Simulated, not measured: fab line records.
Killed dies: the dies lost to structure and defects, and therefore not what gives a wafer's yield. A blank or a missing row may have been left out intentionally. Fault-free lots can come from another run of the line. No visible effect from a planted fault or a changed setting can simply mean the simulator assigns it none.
Which tool did it?    flow gf180mcu    13 lots, 39 wafers sampled, at 3 steps of a route of 602

WHAT EACH GAUGE READ, for each wafer
GF_V4_THK_MEAS_03. Usual: V4_CVD_02_THK 853 nm, standard deviation 11.
lot   measured      on             V4_CVD_02_THK (nm)  flag
L724  day 23 05:16  film metro-01  863 861 863         
L725  day 23 07:15  film metro-04  848 851 861         
L726  day 23 23:14  film metro-03  835 839 844         
L727  day 24 08:34  film metro-04  852 856 861         
L730  day 25 13:39  film metro-01  850 852 849         
L731  day 25 19:40  film metro-01  844 847 842         
L732  day 26 01:26  film metro-03  846 851 836         
L733  day 26 08:08  film metro-03  859 848 867         
L738  day 28 00:02  film metro-04  830 846 854         
L739  day 28 17:26  film metro-01  850 846 846         
L741  day 29 06:02  film metro-01  856 871 864         
L746  day 30 10:32  film metro-01  856 854 869         
L747  day 30 20:06  film metro-04  860 871 873         

TOOL THAT RAN EACH LOT (tool first, then ch and the chambers of the sampled wafers, then the start)
lot   GF_V3_CMP_04                   GF_V3_STRIP_18
L724  cmp-01 ch 2,3, day 21 02:38    plasma asher-03 ch 0,1, day 22 03:33
L725  cmp-02 ch 1,2,3, day 21 05:04  plasma asher-03 ch 1, day 22 05:07
L726  cmp-02 ch 1,2,3, day 21 20:32  plasma asher-01 ch 0,1, day 22 21:32
L727  cmp-01 ch 1,2, day 22 07:46    plasma asher-04 ch 0,1, day 23 07:47
L730  cmp-02 ch 1,2,3, day 23 13:47  plasma asher-04 ch 0,1, day 24 12:13
L731  cmp-01 ch 0,2, day 23 21:28    plasma asher-04 ch 0,1, day 24 19:53
L732  cmp-02 ch 0,1,2, day 24 02:10  plasma asher-04 ch 0,1, day 25 01:34
L733  cmp-01 ch 0,2,3, day 24 10:24  plasma asher-01 ch 0,1, day 25 08:08
L738  cmp-02 ch 1,2,3, day 26 04:44  plasma asher-01 ch 0,1, day 27 01:46
L739  cmp-02 ch 1,2,3, day 26 22:43  plasma asher-01 ch 0,1, day 27 19:31
L741  cmp-02 ch 1,3, day 27 11:58    plasma asher-04 ch 0,1, day 28 08:27
L746  cmp-01 ch 0,2, day 28 18:40    plasma asher-04 ch 0,1, day 29 12:52
L747  cmp-02 ch 0,1,2, day 29 05:10  plasma asher-04 ch 1, day 29 23:43
- GF_V3_CMP_04: polishes SiO2.
- GF_V3_STRIP_18: strips in O2/N2.

AS READ BY THE TOOLS THEMSELVES (means over the sampled wafers that have a number; for cases with no such wafer, the mark the record gives instead)
GF_V3_CMP_04. Usual: motor current A 12.2 A, standard deviation 1.8; time to endpoint s 81 s, standard deviation 4.7.
lot   tool    motor current A (A)  time to endpoint s (s)  flag
L724  cmp-01  12.1                 85                      
L725  cmp-02  12.4                 82                      
L726  cmp-02  12.8                 81                      
L727  cmp-01  12.9                 76                      
L730  cmp-02  12.6                 81                      
L731  cmp-01  11.9                 83                      
L732  cmp-02  12.3                 84                      
L733  cmp-01  12.4                 87                      
L738  cmp-02  12.5                 77                      
L739  cmp-02  12.7                 81                      
L741  cmp-02  11.5                 82                      
L746  cmp-01  11.8                 84                      
L747  cmp-02  12.0                 79                      

GF_V3_STRIP_18. Usual: drypump motor current A 5.8 A, standard deviation 0.52; heater power w 327 W, standard deviation 40; oes product au 0.593 a.u., standard deviation 0.0045.
lot   tool             drypump motor current A (A)  heater power w (W)  oes product au (a.u.)  flag
L724  plasma asher-03  6.5                          344                 0.595                  
L725  plasma asher-03  6.7                          339                 0.592                  
L726  plasma asher-01  5.8                          377                 0.592                  
L727  plasma asher-04  5.6                          290                 0.592                  
L730  plasma asher-04  5.4                          307                 0.595                  
L731  plasma asher-04  5.6                          288                 0.588                  
L732  plasma asher-04  5.4                          300                 0.585                  
L733  plasma asher-01  6.1                          354                 0.590                  
L738  plasma asher-01  5.8                          383                 0.592                  
L739  plasma asher-01  6.1                          359                 0.596                  
L741  plasma asher-04  5.4                          304                 0.590                  
L746  plasma asher-04  5.6                          292                 0.593                  
L747  plasma asher-04  5.1                          323                 0.598                  

THE ANSWER, worked out from the rows above alone
Rule: a lot counts as off when the mean over its wafers that have a number is more than 3 standard deviations away from the usual mean. A lot without any number at a reading at which 4 lots or more have one is off too. Where the step has rows for the other lots, those lots are counted as sound. After the gauges, taken in route order, come the tools' own readings; for these a lot's mean is taken, as printed above. At the first step where some lot is off, the reading lying furthest off is the one used; lots without a number count as furthest.
None of the lots is off at any reading shown; this tells nothing.

WHAT THE SIMULATOR HAD PUT IN
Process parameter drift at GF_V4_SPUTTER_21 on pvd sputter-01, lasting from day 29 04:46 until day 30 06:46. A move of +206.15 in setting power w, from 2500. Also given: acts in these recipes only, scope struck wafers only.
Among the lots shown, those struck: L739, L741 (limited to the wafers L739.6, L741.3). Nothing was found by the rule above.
